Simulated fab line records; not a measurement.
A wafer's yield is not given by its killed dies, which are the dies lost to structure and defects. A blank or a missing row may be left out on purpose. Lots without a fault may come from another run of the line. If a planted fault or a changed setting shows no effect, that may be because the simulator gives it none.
fab line records -- flow sky130
record lots=7, wafers=21, lastDay=50
route steps=708 shown DNWELL@35 PWDE@45 PAD_OPEN@708
lots that met no fault: from a run of the same line without faults
startH: the number of hours between the record's first day and the start of the first shown wafer of the lot -- waitH: time in hours since the lot's previous step -- " same as the row above -- L1.1+2: a row that stands for several wafers -- - value missing, or start not given -- * or withheld: withheld -- < > ~ a bound
route shown NAME@n: NAME is a module with steps in the file, n the number in the route of the first one -- usual: mean/standard deviation of fault-free wafers -- same: alike in all rows -- chamber/n: place in a boat -- sites: the reading at each site -- _std_site: the standard deviation of these -- _edge_site: outer sites' mean less inner sites' -- radiusMm: for every site, how far away it sits from the centre of the wafer -- mask NAME#n: copy n -- behind: tool/chamber where the wafer was last shaped -- hold: the reason the lot was held/the length of the hold in hours/how it ended -- device: the transistor (n, p or np) that didn't switch -- end of line: the route-end tests of the same wafers -- a step given without rows: its recipe and nothing more -- killed: dies that structure and defects cost at the first sort, which is not the same as the wafer's yield -- map: shows each die of a wafer: x if killed, . if not, _ if none is there
set.NAME: the run value of the setting; set.NAME@STEP: its run value at that earlier step -- model.NAME: the simulator's own value behind a step, which no gauge read
lots at selected steps of the route; one table per step, one row per wafer
services: a tool's chamber out of use, with start hour (startH, from the record's first day; less than 0 if before it), hours out, and reason
## steps
# step SKY_DNWELL_DEHYDRATE_00
# recipe tempC=200, timeS=60
# step SKY_DNWELL_HMDS_01
# recipe primeTimeS=60, primeTempC=120
# step SKY_DNWELL_COAT_02
# recipe spinRpm=2000, resistThkNm=3000
# step SKY_DNWELL_SOFTBAKE_03
# recipe tempC=110, timeS=withheld
# step SKY_DNWELL_EXPOSE_04
# recipe maskId=DNM, na=0.57, targetCdNm=3000, doseMj=222
# step SKY_DNWELL_PEB_05
# recipe tempC=115, timeS=withheld
# step SKY_DNWELL_DEVELOP_06
# recipe wallAngleDeg=90, developer=TMAH, developTimeS=60, devTempC=23
# step SKY_DNWELL_IMPLANT_07
# recipe species=P, energyKev=withheld, doseCm2=withheld, tiltDeg=withheld
# step SKY_DNWELL_STRIP_08
# recipe chemistry=O2/N2, powerW=1400, pressureMtorr=1500, platenTempC=withheld, o2FlowSccm=3000, n2FlowSccm=300, overashFraction=0.5
# usual drypumpMotorCurrentA=5.6/0.54, o2FlowSccm=3000/9.5, oesProductAu=0.722/0.0039, stripTimeToEndpointS=36.88/0.084
lot.wafer,tool,chamber,startH,waitH,drypumpMotorCurrentA,o2FlowSccm,oesProductAu,rfHoursCounterH,stripTimeToEndpointS
L385.1,plasmaAsher-01,1,67.64,0.1,5.0,3009,0.728,40,37.11
L385.4,plasmaAsher-01,1,67.64,0.1,5.0,2994,0.720,-,36.81
L385.6,plasmaAsher-01,0,67.64,0.1,6.4,3012,0.726,-,36.97
L388.3,plasmaAsher-01,1,83.62,0.1,5.0,2979,0.721,-,36.96
L388.4,plasmaAsher-01,0,83.62,0.1,6.4,3007,0.721,-,36.88
L388.6,plasmaAsher-01,0,83.62,0.1,6.4,3006,0.724,-,36.96
L389.3,plasmaAsher-01,0,89.06,0.1,6.4,2996,0.725,-,36.98
L389.4,plasmaAsher-01,1,89.06,0.1,5.0,3008,0.723,-,36.77
L389.5,plasmaAsher-01,0,89.06,0.1,6.4,3004,0.716,-,36.88
L390.2,plasmaAsher-03,0,96.18,0.1,5.9,2991,0.724,39,36.76
L390.3,plasmaAsher-03,1,96.18,0.1,5.6,3005,0.724,-,36.88
L390.5,plasmaAsher-03,0,96.18,0.1,5.9,3006,0.714,-,36.95
L395.1,plasmaAsher-03,0,124.80,0.1,5.9,2997,0.722,1,36.88
L395.3,plasmaAsher-03,1,124.80,0.1,5.6,2990,0.719,-,36.85
L395.6,plasmaAsher-03,1,124.80,0.1,5.6,3001,0.724,-,36.86
L402.2,plasmaAsher-03,0,158.48,0.1,5.9,2993,0.729,4,36.82
L402.3,plasmaAsher-03,0,158.48,0.1,5.9,3000,0.728,-,36.78
L402.4,plasmaAsher-03,1,158.48,0.1,5.7,2987,0.723,-,36.85
L404.1,plasmaAsher-04,0,173.40,0.1,5.9,3010,0.723,37,36.93
L404.5,plasmaAsher-04,1,173.40,0.1,5.0,2994,0.721,-,37.00
L404.6,plasmaAsher-04,0,173.40,0.1,5.9,3011,0.728,-,36.96
# step SKY_DNWELL_TW_MEAS_09
# usual DNWELL_TW=1116/6.2
lot.wafer,tool,chamber,startH,waitH,DNWELL_TW
L385.1,filmMetro-02,-,67.74,0.1,1124
L385.4,filmMetro-02,-,67.74,0.1,1120
L385.6,filmMetro-02,-,67.74,0.1,1121
L388.3,filmMetro-03,-,83.71,0.1,1115
L388.4,filmMetro-03,-,83.71,0.1,1120
L388.6,filmMetro-03,-,83.71,0.1,1113
L389.3,filmMetro-03,-,89.15,0.1,1125
L389.4,filmMetro-03,-,89.15,0.1,1116
L389.5,filmMetro-03,-,89.15,0.1,1120
L390.2,filmMetro-04,-,96.29,0.1,1110
L390.3,filmMetro-04,-,96.29,0.1,1111
L390.5,filmMetro-04,-,96.29,0.1,1109
L395.1,filmMetro-03,-,124.90,0.1,1113
L395.3,filmMetro-03,-,124.90,0.1,1114
L395.6,filmMetro-03,-,124.90,0.1,1121
L402.2,filmMetro-04,-,158.59,0.1,1115
L402.3,filmMetro-04,-,158.59,0.1,1105
L402.4,filmMetro-04,-,158.59,0.1,1111
L404.1,filmMetro-04,-,173.50,0.1,1118
L404.5,filmMetro-04,-,173.50,0.1,1112
L404.6,filmMetro-04,-,173.50,0.1,1118
# step SKY_PWDE_DEHYDRATE_00
# recipe tempC=200, timeS=60
# step SKY_PWDE_HMDS_01
# recipe primeTimeS=60, primeTempC=120
# step SKY_PWDE_COAT_02
# recipe spinRpm=2000, resistThkNm=3000
# usual spinSpeedRpm=1999.7/1.6
lot.wafer,tool,chamber,startH,waitH,spinSpeedRpm,model.coat_of_PWDE_COAT_02.thkNm
L385.1,lithoTrack-02,0,75.80,0.1,1997.4,3007
L385.4,lithoTrack-02,0,75.80,0.1,2000.7,2998
L385.6,lithoTrack-02,0,75.80,0.1,2003.6,3005
L388.3,lithoTrack-02,0,91.60,0.1,1951.7,3028
L388.4,lithoTrack-02,0,91.60,0.1,1953.8,3031
L388.6,lithoTrack-02,0,91.60,0.1,1953.7,3035
L389.3,lithoTrack-02,0,97.25,0.1,1951.1,3036
L389.4,lithoTrack-02,0,97.25,0.1,1951.6,3035
L389.5,lithoTrack-02,0,97.25,0.1,1953.5,3038
L390.2,lithoTrack-02,0,104.22,0.1,1952.7,3037
L390.3,lithoTrack-02,0,104.22,0.1,1955.5,3034
L390.5,lithoTrack-02,0,104.22,0.1,1954.7,3043
L395.1,lithoTrack-01,0,134.16,0.1,2000.1,2994
L395.3,lithoTrack-01,0,134.16,0.1,2001.3,2995
L395.6,lithoTrack-01,0,134.16,0.1,1999.7,2984
L402.2,lithoTrack-01,0,168.48,0.1,1999.5,3005
L402.3,lithoTrack-01,0,168.48,0.1,2000.2,3015
L402.4,lithoTrack-01,0,168.48,0.1,2000.8,3009
L404.1,lithoTrack-01,0,183.71,0.1,2002.1,2992
L404.5,lithoTrack-01,0,183.71,0.1,1999.3,2997
L404.6,lithoTrack-01,0,183.71,0.1,1998.8,2993
# step SKY_PWDE_SOFTBAKE_03
# recipe tempC=110.4, timeS=withheld
# step SKY_PWDE_EXPOSE_04
# recipe maskId=PWDEM, na=0.6, sourceShape=conventional, sigmaOuter=0.6, polarization=unpolarized, targetCdNm=840, doseMj=214
# step SKY_PWDE_PEB_05
# recipe tempC=115, timeS=withheld
# step SKY_PWDE_DEVELOP_06
# recipe wallAngleDeg=90, developer=TMAH, developTimeS=60, devTempC=23
# same developTimeS=60
lot.wafer,tool,chamber,startH,waitH,model.coat_of_PWDE_COAT_02.thkNm
L385.1,lithoTrack-02,0,-,-,3000
L385.4,lithoTrack-02,0,-,-,2990
L385.6,lithoTrack-02,0,-,-,2997
L388.3,lithoTrack-01,0,-,-,3021
L388.4,lithoTrack-01,0,-,-,3024
L388.6,lithoTrack-01,0,-,-,3027
L389.3,lithoTrack-01,0,-,-,3028
L389.4,lithoTrack-01,0,-,-,3027
L389.5,lithoTrack-01,0,-,-,3031
L390.2,lithoTrack-02,0,-,-,3029
L390.3,lithoTrack-02,0,-,-,3027
L390.5,lithoTrack-02,0,-,-,3035
L395.1,lithoTrack-01,0,-,-,2986
L395.3,lithoTrack-01,0,-,-,2988
L395.6,lithoTrack-01,0,-,-,2976
L402.2,lithoTrack-04,0,-,-,2997
L402.3,lithoTrack-04,0,-,-,3007
L402.4,lithoTrack-04,0,-,-,3002
L404.1+6,lithoTrack-04,0,-,-,2985
L404.5,lithoTrack-04,0,-,-,2990
# step SKY_PWDE_OVL_MEAS_07
# usual PWDE_OVL=-2.0/1.1
lot.wafer,tool,chamber,startH,waitH,PWDE_OVL[nm]
L385.1,overlay-02,-,84.50,-,-1.4
L385.4,overlay-02,-,84.50,-,-1.5
L385.6,overlay-02,-,84.50,-,-1.7
L388.3,overlay-02,-,99.97,-,-1.8
L388.4,overlay-02,-,99.97,-,-3.5
L388.6,overlay-02,-,99.97,-,-4.3
L389.3,overlay-02,-,105.72,-,-2.7
L389.4,overlay-02,-,105.72,-,-2.2
L389.5,overlay-02,-,105.72,-,-1.7
L390.2,overlay-02,-,113.55,-,-1.7
L390.3,overlay-02,-,113.55,-,-2.4
L390.5,overlay-02,-,113.55,-,-2.4
L395.1,overlay-02,-,144.26,-,0.5
L395.3,overlay-02,-,144.26,-,-1.1
L395.6,overlay-02,-,144.26,-,-1.2
L402.2,overlay-02,-,178.94,-,-2.0
L402.3,overlay-02,-,178.94,-,-0.2
L402.4,overlay-02,-,178.94,-,0.7
L404.1,overlay-01,-,193.88,-,-3.0
L404.5,overlay-01,-,193.88,-,-4.2
L404.6,overlay-01,-,193.88,-,-2.7
# step SKY_PWDE_IMPLANT_08
# recipe species=B, energyKev=150, doseCm2=3.6e+12, tiltDeg=withheld
# step SKY_PWDE_STRIP_09
# recipe chemistry=O2/N2, powerW=1400, pressureMtorr=1500, platenTempC=withheld, o2FlowSccm=3000, n2FlowSccm=300, overashFraction=0.5
# usual drypumpMotorCurrentA=5.7/0.4, o2FlowSccm=3000/9.8, oesProductAu=0.723/0.0047, stripTimeToEndpointS=36.85/0.1
lot.wafer,tool,chamber,startH,waitH,drypumpMotorCurrentA,o2FlowSccm,oesProductAu,rfHoursCounterH,stripTimeToEndpointS
L385.1,plasmaAsher-03,1,84.68,0.1,5.6,2985,0.719,38,36.96
L385.4,plasmaAsher-03,1,84.68,0.1,5.7,2987,0.715,-,36.85
L385.6,plasmaAsher-03,0,84.68,0.1,5.9,2995,0.724,-,36.94
L388.3,plasmaAsher-04,1,100.18,0.1,5.0,3000,0.725,-,37.21
L388.4,plasmaAsher-04,0,100.18,0.1,5.9,3011,0.727,-,37.24
L388.6,plasmaAsher-04,0,100.18,0.1,5.9,3000,0.715,-,37.28
L389.3,plasmaAsher-02,1,105.93,0.1,5.4,3001,0.717,-,37.30
L389.4,plasmaAsher-02,0,105.93,0.1,6.3,2992,0.719,-,37.30
L389.5,plasmaAsher-02,0,105.93,0.1,6.3,3008,0.725,-,37.33
L390.2,plasmaAsher-02,1,113.73,0.1,5.4,2984,0.716,43,37.31
L390.3,plasmaAsher-02,0,113.73,0.1,6.3,3005,0.718,-,37.28
L390.5,plasmaAsher-02,0,113.73,0.1,6.3,3001,0.726,-,37.41
L395.1,plasmaAsher-02,1,144.44,0.1,5.5,2971,0.726,46,36.80
L395.3,plasmaAsher-02,0,144.44,0.1,6.3,3018,0.723,-,36.81
L395.6,plasmaAsher-02,0,144.44,0.1,6.3,3001,0.727,-,36.69
L402.2,plasmaAsher-03,1,179.12,0.1,5.6,2990,0.726,6,36.92
L402.3,plasmaAsher-03,1,179.12,0.1,5.6,3011,0.718,-,37.05
L402.4,plasmaAsher-03,0,179.12,0.1,5.9,3010,0.726,-,37.00
L404.1,plasmaAsher-03,1,194.07,0.1,5.7,2997,0.725,8,36.77
L404.5,plasmaAsher-03,1,194.07,0.1,5.6,3004,0.718,-,36.83
L404.6,plasmaAsher-03,0,194.07,0.1,5.9,2987,0.726,-,36.78
# step SKY_PWDE_TW_MEAS_10
# usual PWDE_TW=374.0/1.6
lot.wafer,tool,chamber,startH,waitH,PWDE_TW
L385.1,filmMetro-02,-,84.78,0.1,375.1
L385.4,filmMetro-02,-,84.78,0.1,374.3
L385.6,filmMetro-02,-,84.78,0.1,374.7
L388.3,filmMetro-04,-,100.27,0.1,373.3
L388.4,filmMetro-04,-,100.27,0.1,373.8
L388.6,filmMetro-04,-,100.27,0.1,373.5
L389.3,filmMetro-02,-,106.02,0.1,375.6
L389.4,filmMetro-02,-,106.02,0.1,374.4
L389.5,filmMetro-02,-,106.02,0.1,375.2
L390.2,filmMetro-02,-,113.84,0.1,375.5
L390.3,filmMetro-02,-,113.84,0.1,374.7
L390.5,filmMetro-02,-,113.84,0.1,376.3
L395.1,filmMetro-04,-,144.54,0.1,370.7
L395.3,filmMetro-04,-,144.54,0.1,372.2
L395.6,filmMetro-04,-,144.54,0.1,372.4
L402.2,filmMetro-04,-,179.23,0.1,371.7
L402.3,filmMetro-04,-,179.23,0.1,372.5
L402.4,filmMetro-04,-,179.23,0.1,372.9
L404.1,filmMetro-02,-,194.17,0.1,372.5
L404.5,filmMetro-02,-,194.17,0.1,374.1
L404.6,filmMetro-02,-,194.17,0.1,375.2
# step SKY_PAD_OPEN_PROBE_99
# usual killed_at_M0_to_M3=44/6.9, killed_at_M4_up=3.3/1.7, killedAtContacts=24/4.7, killedAtFrontEnd=15/4.5, killedAtOther=0.2/0.49, killedDies=86/8.4, killedOpen=47/6.5, killedShort=39/6
# same grossDies=492, killedAtBackSide=0
lot.wafer,tool,chamber,startH,waitH,killed_at_M0_to_M3,killed_at_M4_up,killedAtContacts,killedAtFrontEnd,killedAtOther,killedDies,killedOpen,killedShort
L388.3,prober-01,-,1108.13,0.2,46,2,27,20,1,96,48,48
L388.4,prober-01,-,1108.18,0.2,64,2,23,20,0,109,54,55
L388.6,prober-01,-,1108.28,0.2,42,2,24,18,0,86,49,37
L389.3,prober-01,-,1129.44,0.2,45,2,27,11,0,85,45,40
L389.4,prober-01,-,1129.49,0.2,36,2,28,14,0,80,42,38
L389.5,prober-01,-,1129.54,0.2,38,3,34,23,1,99,55,44
# killed by level:class
L388.3 VIA1:geometricParticle:open=10 CONTACT:geometricParticle:open=10 METAL2:geometricParticle:short=8 LI_CONTACT:geometricParticle:open=6 METAL1:geometricParticle:short=6 VIA1:geometricParticle:short=5 VIA2:geometricParticle:short=5 FIELD_ISO:geometricParticle:short=4
L388.4 VIA1:geometricParticle:open=11 VIA1:geometricParticle:short=10 VIA3:geometricParticle:short=8 METAL2:geometricParticle:short=7 VIA3:geometricParticle:open=6 CONTACT:geometricParticle:open=6 VIA2:geometricParticle:open=6 FIELD_ISO:geometricParticle:short=5
L388.6 VIA1:geometricParticle:open=10 CONTACT:geometricParticle:open=9 VIA3:geometricParticle:open=7 FIELD_ISO:geometricParticle:open=6 LI_CONTACT:geometricParticle:open=6 FIELD_ISO:geometricParticle:short=5 POLY_GATE:geometricParticle:short=5 METAL1:geometricParticle:short=5
L389.3 LI_CONTACT:geometricParticle:open=7 CONTACT:geometricParticle:open=6 METAL1:geometricParticle:short=6 VIA2:geometricParticle:open=6 VIA1:geometricParticle:open=6 VIA3:geometricParticle:open=5 VIA1:geometricParticle:short=5 LOCAL_INTERCONNECT:geometricParticle:short=5
L389.4 VIA1:geometricParticle:open=10 LI_CONTACT:geometricParticle:open=8 CONTACT:geometricParticle:open=8 METAL1:geometricParticle:short=8 POLY_GATE:geometricParticle:open=6 CONTACT:geometricParticle:short=5 VIA2:geometricParticle:short=5 LOCAL_INTERCONNECT:geometricParticle:short=4
L389.5 LI_CONTACT:geometricParticle:open=12 VIA1:geometricParticle:open=9 CONTACT:geometricParticle:open=7 FIELD_ISO:geometricParticle:open=6 CONTACT:geometricParticle:short=6 POLY_GATE:geometricParticle:open=6 METAL1:geometricParticle:short=6 VIA3:geometricParticle:open=6
## services
tool,chamber,startH,hours,kind
plasmaAsher-03,-,65.53,11.5,repair
plasmaAsher-03,-,108.75,9.0,pm
plasmaAsher-03,0,108.75,9.0,ventCycle
plasmaAsher-03,1,108.75,9.0,ventCycle
plasmaAsher-03,0,117.75,-,clean
plasmaAsher-03,1,117.75,-,clean
## key
firstSign step=SKY_PWDE_COAT_02, reading=spinSpeedRpm, direction=down, sigmas=30, usual=1999.7, struck=1953.1
effect step=SKY_PWDE_STRIP_09, reading=stripTimeToEndpointS, direction=up, sigmas=4.3, usual=*, struck=*
modelEffect step=SKY_PWDE_COAT_02, value=coat_of_PWDE_COAT_02.thkNm, without=2999, struck=3035
modelEffect step=SKY_PWDE_DEVELOP_06, value=coat_of_PWDE_COAT_02.thkNm, without=2992, struck=3028
metAt SKY_PWDE_COAT_02
struckWafers L388.3,L388.4,L388.6,L389.3,L389.4,L389.5,L390.2,L390.3,L390.5
testerLeftOut L388,L389,L390
onsetBetween 75.80 91.60
fault kind=processParameterDrift, tool=lithoTrack-02, chamber=-, onsetH=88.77, steps=SKY_PWDE_COAT_02, channel=spinRpm, offset=-47.303, shape=step, endH=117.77, actsIn=theseRecipesOnly, stated=2000
# testerLeftOut: of these lots the tester's yield and bins aren't shown, on N5 and GAA mostly nor the transistor test; their killed dies are dies lost to structure and defects alone, not to doping, threshold or leakage, so they don't give the yield
